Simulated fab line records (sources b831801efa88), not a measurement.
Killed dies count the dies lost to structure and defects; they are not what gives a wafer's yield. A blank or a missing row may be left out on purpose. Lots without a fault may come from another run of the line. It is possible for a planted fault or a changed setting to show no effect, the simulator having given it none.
Which of the tools did it? / flow gf180mcu / Sampling: 11 lots, 33 wafers, 5 of 602 route steps

WHAT THE GAUGES READ, wafer by wafer
GF_NWELL_TW_MEAS_11.
lot=L509; measured=day 3 06:54; on=filmMetro-02; NWELL_TW=1581 1575 1575
lot=L512; measured=day 4 03:48; on=filmMetro-02; NWELL_TW=1582 1576 1588
lot=L517; measured=day 5 06:50; on=filmMetro-02; NWELL_TW=1576 1582 1593
lot=L518; measured=day 5 12:48; on=filmMetro-03; NWELL_TW=1579 1579 1585
lot=L523; measured=day 6 12:44; on=filmMetro-01; NWELL_TW=1593 1603 1599
lot=L524; measured=day 6 17:07; on=filmMetro-03; NWELL_TW=1599 1588 1595
lot=L527; measured=day 7 10:23; on=filmMetro-01; NWELL_TW=1595 1607 1606
lot=L528; measured=day 7 16:04; on=filmMetro-02; NWELL_TW=1572 1596 1585
lot=L529; measured=day 7 22:01; on=filmMetro-03; NWELL_TW=1591 1593 1588
lot=L530; measured=day 8 03:29; on=filmMetro-02; NWELL_TW=1584 1588 1586
lot=L531; measured=day 8 07:18; on=filmMetro-01; NWELL_TW=1598 1595 1600

GF_VT_IMPLANT_TW_MEAS_32.
lot=L509; measured=day 6 18:14; on=filmMetro-01; VT_IMPLANT_3_TW=271.6 271.3 271.4
lot=L512; measured=day 7 20:36; on=filmMetro-03; VT_IMPLANT_3_TW=270.5 272.6 272.1
lot=L517; measured=day 9 06:13; on=filmMetro-01; VT_IMPLANT_3_TW=30.3 30.3 30.3
lot=L518; measured=day 9 12:56; on=filmMetro-01; VT_IMPLANT_3_TW=30.3 30.3 30.3
lot=L523; measured=day 10 18:31; on=filmMetro-01; VT_IMPLANT_3_TW=272.4 273.6 272.2
lot=L524; measured=day 10 23:52; on=filmMetro-03; VT_IMPLANT_3_TW=271.5 270.3 271.5
lot=L527; measured=day 11 19:25; on=filmMetro-01; VT_IMPLANT_3_TW=272.5 272.9 271.5
lot=L528; measured=day 12 02:26; on=filmMetro-03; VT_IMPLANT_3_TW=269.6 269.6 270.8
lot=L529; measured=day 12 09:41; on=filmMetro-03; VT_IMPLANT_3_TW=270.9 271.6 270.1
lot=L530; measured=day 12 17:10; on=filmMetro-01; VT_IMPLANT_3_TW=273.1 272.2 274.0
lot=L531; measured=day 12 20:40; on=filmMetro-03; VT_IMPLANT_3_TW=268.3 270.2 269.8

EACH LOT AND THE TOOL THAT RAN IT (in order: tool; ch and the chambers of the sampled wafers; start)
lot=L509; GF_STI_ETCH_13=rieDiel-03 ch 1,2,3, day 2 02:14; GF_VT_IMPLANT_STRIP_20=plasmaAsher-02 ch 0,1, day 6 03:36; GF_VT_IMPLANT_STRIP_31=plasmaAsher-01 ch 0,1, day 6 18:08
lot=L512; GF_STI_ETCH_13=rieDiel-02 ch 2,3, day 2 17:20; GF_VT_IMPLANT_STRIP_20=plasmaAsher-01 ch 0,1, day 7 05:19; GF_VT_IMPLANT_STRIP_31=plasmaAsher-04 ch 0,1, day 7 20:30
lot=L517; GF_STI_ETCH_13=rieDiel-02 ch 0,1, day 3 22:26; GF_VT_IMPLANT_STRIP_20=plasmaAsher-01 ch 0,1, day 8 12:36; GF_VT_IMPLANT_STRIP_31=plasmaAsher-02 ch 0,1, day 9 06:07
lot=L518; GF_STI_ETCH_13=rieDiel-02 ch 0,3, day 4 02:32; GF_VT_IMPLANT_STRIP_20=plasmaAsher-04 ch 0,1, day 8 20:00; GF_VT_IMPLANT_STRIP_31=plasmaAsher-04 ch 0,1, day 9 12:50
lot=L523; GF_STI_ETCH_13=rieDiel-02 ch 0,1,3, day 5 01:48; GF_VT_IMPLANT_STRIP_20=plasmaAsher-01 ch 0,1, day 10 00:30; GF_VT_IMPLANT_STRIP_31=plasmaAsher-04 ch 0,1, day 10 18:26
lot=L524; GF_STI_ETCH_13=rieDiel-01 ch 0,2,3, day 5 06:29; GF_VT_IMPLANT_STRIP_20=plasmaAsher-04 ch 0,1, day 10 05:23; GF_VT_IMPLANT_STRIP_31=plasmaAsher-04 ch 0,1, day 10 23:45
lot=L527; GF_STI_ETCH_13=rieDiel-02 ch 1,2,3, day 5 22:02; GF_VT_IMPLANT_STRIP_20=plasmaAsher-01 ch 0,1, day 11 00:32; GF_VT_IMPLANT_STRIP_31=plasmaAsher-04 ch 0,1, day 11 19:18
lot=L528; GF_STI_ETCH_13=rieDiel-03 ch 0,1, day 6 03:18; GF_VT_IMPLANT_STRIP_20=plasmaAsher-04 ch 0,1, day 11 07:12; GF_VT_IMPLANT_STRIP_31=plasmaAsher-01 ch 0,1, day 12 02:20
lot=L529; GF_STI_ETCH_13=rieDiel-02 ch 0,3, day 6 07:47; GF_VT_IMPLANT_STRIP_20=plasmaAsher-01 ch 0,1, day 11 14:17; GF_VT_IMPLANT_STRIP_31=plasmaAsher-04 ch 0,1, day 12 09:35
lot=L530; GF_STI_ETCH_13=rieDiel-02 ch 2,3, day 6 13:44; GF_VT_IMPLANT_STRIP_20=plasmaAsher-01 ch 0,1, day 11 21:03; GF_VT_IMPLANT_STRIP_31=plasmaAsher-02 ch 0,1, day 12 17:03
lot=L531; GF_STI_ETCH_13=rieDiel-02 ch 0,2,3, day 6 18:23; GF_VT_IMPLANT_STRIP_20=plasmaAsher-01 ch 1, day 12 00:37; GF_VT_IMPLANT_STRIP_31=plasmaAsher-01 ch 0,1, day 12 20:34
- GF_STI_ETCH_13: etches the open film in CHF3/O2, stops on Si, target depth 282.31 nm, time 112.9 s.
- GF_VT_IMPLANT_STRIP_20: strips in O2/N2.
- GF_VT_IMPLANT_STRIP_31: strips in O2/N2.

WHAT THE TOOLS THEMSELVES READ (means of the sampled wafers that have a number; where no wafer has one, the mark that the record gives instead)
GF_STI_ETCH_13.
lot=L509; tool=rieDiel-03; chf3FlowSccm (sccm)=50.10; drypumpMotorCurrentA (A)=5.9; oesProductAu (a.u.)=0.825; throttleValvePct (%)=8.808
lot=L512; tool=rieDiel-02; chf3FlowSccm (sccm)=50.07; drypumpMotorCurrentA (A)=5.3; oesProductAu (a.u.)=0.831; throttleValvePct (%)=8.812
lot=L517; tool=rieDiel-02; chf3FlowSccm (sccm)=50.03; drypumpMotorCurrentA (A)=5.7; oesProductAu (a.u.)=0.829; throttleValvePct (%)=8.805
lot=L518; tool=rieDiel-02; chf3FlowSccm (sccm)=49.83; drypumpMotorCurrentA (A)=5.5; oesProductAu (a.u.)=0.824; throttleValvePct (%)=8.808
lot=L523; tool=rieDiel-02; chf3FlowSccm (sccm)=49.91; drypumpMotorCurrentA (A)=5.6; oesProductAu (a.u.)=0.830; throttleValvePct (%)=8.809
lot=L524; tool=rieDiel-01; chf3FlowSccm (sccm)=49.96; drypumpMotorCurrentA (A)=5.5; oesProductAu (a.u.)=0.833; throttleValvePct (%)=8.812
lot=L527; tool=rieDiel-02; chf3FlowSccm (sccm)=50.01; drypumpMotorCurrentA (A)=5.5; oesProductAu (a.u.)=0.836; throttleValvePct (%)=8.814
lot=L528; tool=rieDiel-03; chf3FlowSccm (sccm)=49.86; drypumpMotorCurrentA (A)=5.4; oesProductAu (a.u.)=0.823; throttleValvePct (%)=8.809
lot=L529; tool=rieDiel-02; chf3FlowSccm (sccm)=50.09; drypumpMotorCurrentA (A)=5.3; oesProductAu (a.u.)=0.827; throttleValvePct (%)=8.808
lot=L530; tool=rieDiel-02; chf3FlowSccm (sccm)=49.98; drypumpMotorCurrentA (A)=5.3; oesProductAu (a.u.)=0.824; throttleValvePct (%)=8.807
lot=L531; tool=rieDiel-02; chf3FlowSccm (sccm)=49.98; drypumpMotorCurrentA (A)=5.4; oesProductAu (a.u.)=0.819; throttleValvePct (%)=8.809

GF_VT_IMPLANT_STRIP_20.
lot=L509; tool=plasmaAsher-02; chamberPressureMTorr (mTorr)=1500.3; drypumpMotorCurrentA (A)=5.7; heaterPowerW (W)=342; oesProductAu (a.u.)=0.715; stripTimeToEndpointS (s)=12.65
lot=L512; tool=plasmaAsher-01; chamberPressureMTorr (mTorr)=1501.2; drypumpMotorCurrentA (A)=6.5; heaterPowerW (W)=337; oesProductAu (a.u.)=0.717; stripTimeToEndpointS (s)=12.62
lot=L517; tool=plasmaAsher-01; chamberPressureMTorr (mTorr)=-; drypumpMotorCurrentA (A)=-; heaterPowerW (W)=-; oesProductAu (a.u.)=-; stripTimeToEndpointS (s)=-
lot=L518; tool=plasmaAsher-04; chamberPressureMTorr (mTorr)=-; drypumpMotorCurrentA (A)=-; heaterPowerW (W)=-; oesProductAu (a.u.)=-; stripTimeToEndpointS (s)=-
lot=L523; tool=plasmaAsher-01; chamberPressureMTorr (mTorr)=1500.2; drypumpMotorCurrentA (A)=6.0; heaterPowerW (W)=315; oesProductAu (a.u.)=0.715; stripTimeToEndpointS (s)=12.68
lot=L524; tool=plasmaAsher-04; chamberPressureMTorr (mTorr)=1500.1; drypumpMotorCurrentA (A)=6.0; heaterPowerW (W)=354; oesProductAu (a.u.)=0.710; stripTimeToEndpointS (s)=12.60
lot=L527; tool=plasmaAsher-01; chamberPressureMTorr (mTorr)=1500.4; drypumpMotorCurrentA (A)=6.5; heaterPowerW (W)=336; oesProductAu (a.u.)=0.719; stripTimeToEndpointS (s)=12.62
lot=L528; tool=plasmaAsher-04; chamberPressureMTorr (mTorr)=1501.6; drypumpMotorCurrentA (A)=6.1; heaterPowerW (W)=360; oesProductAu (a.u.)=0.713; stripTimeToEndpointS (s)=12.62
lot=L529; tool=plasmaAsher-01; chamberPressureMTorr (mTorr)=1499.4; drypumpMotorCurrentA (A)=6.4; heaterPowerW (W)=335; oesProductAu (a.u.)=0.716; stripTimeToEndpointS (s)=12.58
lot=L530; tool=plasmaAsher-01; chamberPressureMTorr (mTorr)=1500.4; drypumpMotorCurrentA (A)=6.1; heaterPowerW (W)=311; oesProductAu (a.u.)=0.714; stripTimeToEndpointS (s)=12.61
lot=L531; tool=plasmaAsher-01; chamberPressureMTorr (mTorr)=1499.5; drypumpMotorCurrentA (A)=5.7; heaterPowerW (W)=292; oesProductAu (a.u.)=0.716; stripTimeToEndpointS (s)=12.60

GF_VT_IMPLANT_STRIP_31.
lot=L509; tool=plasmaAsher-01; chamberPressureMTorr (mTorr)=1500.8; drypumpMotorCurrentA (A)=6.4; heaterPowerW (W)=332; oesProductAu (a.u.)=0.716; stripTimeToEndpointS (s)=12.62
lot=L512; tool=plasmaAsher-04; chamberPressureMTorr (mTorr)=1500.2; drypumpMotorCurrentA (A)=5.8; heaterPowerW (W)=351; oesProductAu (a.u.)=0.720; stripTimeToEndpointS (s)=12.59
lot=L517; tool=plasmaAsher-02; chamberPressureMTorr (mTorr)=1501.0; drypumpMotorCurrentA (A)=5.7; heaterPowerW (W)=340; oesProductAu (a.u.)=0.718; stripTimeToEndpointS (s)=27.60
lot=L518; tool=plasmaAsher-04; chamberPressureMTorr (mTorr)=1499.9; drypumpMotorCurrentA (A)=6.1; heaterPowerW (W)=356; oesProductAu (a.u.)=0.723; stripTimeToEndpointS (s)=27.51
lot=L523; tool=plasmaAsher-04; chamberPressureMTorr (mTorr)=1499.0; drypumpMotorCurrentA (A)=5.8; heaterPowerW (W)=355; oesProductAu (a.u.)=0.711; stripTimeToEndpointS (s)=12.67
lot=L524; tool=plasmaAsher-04; chamberPressureMTorr (mTorr)=1500.9; drypumpMotorCurrentA (A)=5.8; heaterPowerW (W)=359; oesProductAu (a.u.)=0.713; stripTimeToEndpointS (s)=12.61
lot=L527; tool=plasmaAsher-04; chamberPressureMTorr (mTorr)=1498.6; drypumpMotorCurrentA (A)=6.1; heaterPowerW (W)=359; oesProductAu (a.u.)=0.713; stripTimeToEndpointS (s)=12.66
lot=L528; tool=plasmaAsher-01; chamberPressureMTorr (mTorr)=1500.7; drypumpMotorCurrentA (A)=6.1; heaterPowerW (W)=312; oesProductAu (a.u.)=0.716; stripTimeToEndpointS (s)=12.57
lot=L529; tool=plasmaAsher-04; chamberPressureMTorr (mTorr)=1500.9; drypumpMotorCurrentA (A)=6.0; heaterPowerW (W)=357; oesProductAu (a.u.)=0.715; stripTimeToEndpointS (s)=12.63
lot=L530; tool=plasmaAsher-02; chamberPressureMTorr (mTorr)=1501.7; drypumpMotorCurrentA (A)=5.5; heaterPowerW (W)=358; oesProductAu (a.u.)=0.716; stripTimeToEndpointS (s)=12.58
lot=L531; tool=plasmaAsher-01; chamberPressureMTorr (mTorr)=1499.7; drypumpMotorCurrentA (A)=6.4; heaterPowerW (W)=334; oesProductAu (a.u.)=0.718; stripTimeToEndpointS (s)=12.55

THE ANSWER, worked out from the rows above alone
Rule: the usual values come from the lots themselves. Put in order of their means at a reading, lots are off if they are a third of the lots or fewer, leave a main group of 4 or more, and stand apart from it by a gap of 3 or more times the standard deviation of the main group's means; of several such gaps the widest counts. Not used: any main group whose means are identical at the precision the tables above print for the reading. Also off: a lot with no number at a reading for which 4 or more lots have one. Any other lot the step has rows for is counted as sound. The gauges are gone through in route order, then the tools' own readings, and for those a lot's mean is taken as printed above. At the first step where some lot is off, the reading lying furthest off is the one used; lots without a number count as furthest.
Off: at GF_VT_IMPLANT_TW_MEAS_32 (VT_IMPLANT_3_TW), L517, L518. The main group: mean 271.4, standard deviation 1.1.
A tool fits if, at a process step before that reading, it ran every lot that is off, and no sound lot after the first of them. Not tried: the gauges at GF_VT_IMPLANT_TW_MEAS_32; whatever is off there is also off at GF_VT_IMPLANT_STRIP_20, on other tools, and gauge error can't account for it. Not one of the candidates tried fits.

WHAT HAD BEEN PUT IN BY THE SIMULATOR
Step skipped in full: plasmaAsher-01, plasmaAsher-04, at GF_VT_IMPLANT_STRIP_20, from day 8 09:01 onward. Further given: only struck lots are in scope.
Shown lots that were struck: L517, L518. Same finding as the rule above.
